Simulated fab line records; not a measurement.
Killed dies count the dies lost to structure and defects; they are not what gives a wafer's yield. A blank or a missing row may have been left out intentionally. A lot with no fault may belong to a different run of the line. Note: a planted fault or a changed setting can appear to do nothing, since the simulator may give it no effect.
Struck lot and sound lot, side by side	flow sfq-line	28 out of 325 route steps
Sound: wafers L881.1, L881.2, L881.3. Struck: wafers L895.1, L895.4. (L895.6 of the same lot was not struck and is left out.) The cause comes at the end.
For every step that has rows: the tool of each side, followed by ch and its chambers, followed by its first start. Under that, the readings that differ: sound wafers	struck wafers	difference of the means	sigmas: that difference in standard deviations of wafers without a fault.
alike: readings with means less than 2 such deviations apart, plus words and numbers identical on both sides. not compared: withheld readings, readings lacking a value on some wafer, bounds such as >300 that could conceal the same value, and numbers that have no deviation in the record and whose values overlap.
Wherever a step has rows on one side only, a row that says differs or no value, or a row with sigmas, the two part there. When numbers do not overlap yet have no deviation, they are printed without sigmas and do not part them. A reading missing from all wafers of one side parts the sides only when that side holds two or more wafers.

first, 6 steps without rows for these wafers: SFQ_TRILAYER_M0_LITHO_COAT_026 (resist thk 62 nm); SFQ_TRILAYER_M0_LITHO_COAT_021 (resist thk 600 nm); SFQ_TRILAYER_M0_LITHO_SOFTBAKE_025; SFQ_TRILAYER_M0_LITHO_EXPOSE_022 (exposes mask M0, target cd 500 nm); SFQ_TRILAYER_M0_LITHO_PEB_024 (peb time 60 s); SFQ_TRILAYER_M0_LITHO_DEVELOP_023 (time 60 s).
SFQ_M0_OVL_MEAS_906:
  sound: overlay-01 at day 11 21:52; struck: overlay-01 at day 17 10:43
  alike: M0_OVL
SFQ_TRILAYER_M0_BARC_OPEN_METAL_ETCH_031: etches BARC in O2, target depth 125 nm, time 41.7 s.
  sound on rie-metal-03 ch 0,1, day 11 21:54; struck on rie-metal-02 ch 1, day 17 10:45
reading	sound	struck	difference	sigmas
drypump-motor-current-A (A)	5.2 5.9 5.2	6.3 6.3	+0.9	+2
  alike: he-backside-leak-sccm, oes-product-au
  not compared: rf-hours-counter-h
SFQ_TRILAYER_M0_ETCH_METAL_ETCH_024: etches Nb in Cl2/Ar, stops on SiO2, target depth 240 nm, time 120 s.
  sound on rie-metal-03 ch 0,1, day 11 21:58; struck on rie-metal-02 ch 1, day 17 10:49
reading	sound	struck	difference	sigmas
drypump-motor-current-A (A)	5.2 5.9 5.2	6.3 6.3	+0.9	+2
  alike: he-backside-leak-sccm, oes-product-au
  not compared: rf-hours-counter-h
SFQ_TRILAYER_M0_STRIP_STRIP_025: strips in O2.
  sound on rie-metal-03 ch 0,1, day 11 22:05; struck on rie-metal-02 ch 1, day 17 10:56
reading	sound	struck	difference	sigmas
drypump-motor-current-A (A)	5.1 6.0 5.1	6.3 6.3	+0.9	+2
  alike: he-backside-leak-sccm, oes-product-au
  not compared: rf-hours-counter-h
then, 2 steps without rows for these wafers: SFQ_TRILAYER_M0_STRIP_SOLV_CLEAN_026 (cleans in NMP, time 600 s); SFQ_TRILAYER_I0_DEP_PECVD_027 (deposits SiO2 from SiH4/N2O, time 111.11 s, target thk 500 nm).
SFQ_TRILAYER_I0_CMP_CMP_028: polishes SiO2.
  sound on cmp-01 ch 0,1,2, day 12 04:05; struck on cmp-02 ch 0,1, day 17 12:28
reading	sound	struck	difference	sigmas
time-to-endpoint-s (s)	218 208 214	186 189	-26	-3
model.SiO2_of_TRILAYER_I0_DEP_PECVD_027.thk-nm (nm)	201 199.8 199.4	213.5 213.3	+13.3	
  alike: motor-current-A
SFQ_I0_BOW_MEAS_907:
  sound: film-metro-01 at day 12 06:35; struck: film-metro-02 at day 17 14:58
  alike: I0_BOW
SFQ_TRILAYER_I0_METRO_MEASURE_029:
  sound: film-metro-01 at day 12 06:42; struck: film-metro-02 at day 17 15:05
reading	sound	struck	difference	sigmas
thk-nm (nm)	201.1 199.9 199.4	213.7 213.1	+13.3	+13
then, 6 steps without rows for these wafers: SFQ_TRILAYER_I0_VIA_LITHO_COAT_036 (resist thk 62 nm); SFQ_TRILAYER_I0_VIA_LITHO_COAT_031 (resist thk 650 nm); SFQ_TRILAYER_I0_VIA_LITHO_SOFTBAKE_035; SFQ_TRILAYER_I0_VIA_LITHO_EXPOSE_032 (exposes mask I0, target cd 500 nm); SFQ_TRILAYER_I0_VIA_LITHO_PEB_034 (peb time 60 s); SFQ_TRILAYER_I0_VIA_LITHO_DEVELOP_033 (time 60 s).
SFQ_I0_OVL_MEAS_908:
  sound: overlay-01 at day 13 15:35; struck: overlay-01 at day 17 19:25
  alike: I0_OVL
then, 1 step without rows for these wafers: SFQ_TRILAYER_I0_VIA_BARC_OPEN_VIA_ETCH_046 (etches BARC in O2, target depth 125 nm, time 41.7 s).
SFQ_TRILAYER_I0_VIA_ETCH_VIA_ETCH_034: etches SiO2 in CHF3, stops on Nb, target depth 260 nm.
  sound on rie-diel-02 ch 1,2,3, day 13 15:40; struck on rie-diel-04 ch 2,3, day 17 19:29
reading	sound	struck	difference	sigmas
oes-product-au (a.u.)	0.861 0.849 0.853	0.880 0.888	+0.030	+6
model.etch.depth-nm (nm)	201 199.8 199.4	213.5 213.3	+13.3	
model.I0.feature-depth-nm (nm)	201 199.8 199.4	213.5 213.3	+13.3	
  alike: drypump-motor-current-A
SFQ_TRILAYER_I0_VIA_STRIP_STRIP_035: strips in O2.
  sound on rie-metal-04 ch 0,1, day 13 15:47; struck on rie-metal-02 ch 0,1, day 17 19:36
  alike: drypump-motor-current-A, he-backside-leak-sccm, oes-product-au
  not compared: rf-hours-counter-h
then, 1 step without rows for these wafers: SFQ_TRILAYER_I0_VIA_STRIP_SOLV_CLEAN_036 (cleans in NMP, time 600 s).
SFQ_TRILAYER_M1_DEP_PRE_CLEAN_038: time 22.5 s.
  sound: pvd-sputter-06 at day 13 16:33; struck: pvd-sputter-03 at day 17 20:23
reading	sound	struck	difference	sigmas
model.SiO2_of_TRILAYER_I0_DEP_PECVD_027.thk-nm (nm)	193.5 192.3 191.9	206 205.8	+13	
SFQ_TRILAYER_M1_DEP_SPUTTER_037: material Nb, target thk 200 nm, time 133.3 s.
  sound: pvd-sputter-06 at day 13 16:35; struck: pvd-sputter-03 at day 17 20:25
  alike: throttle-valve-pct

WHERE THEY PART
Last at SFQ_TRILAYER_I0_VIA_ETCH_VIA_ETCH_034 as far as this record goes, first at SFQ_TRILAYER_M0_BARC_OPEN_METAL_ETCH_031. Later steps at which nothing parts them and some readings are alike: SFQ_TRILAYER_I0_VIA_STRIP_STRIP_035, SFQ_TRILAYER_M1_DEP_SPUTTER_037.

WHY: whatever the simulator had introduced
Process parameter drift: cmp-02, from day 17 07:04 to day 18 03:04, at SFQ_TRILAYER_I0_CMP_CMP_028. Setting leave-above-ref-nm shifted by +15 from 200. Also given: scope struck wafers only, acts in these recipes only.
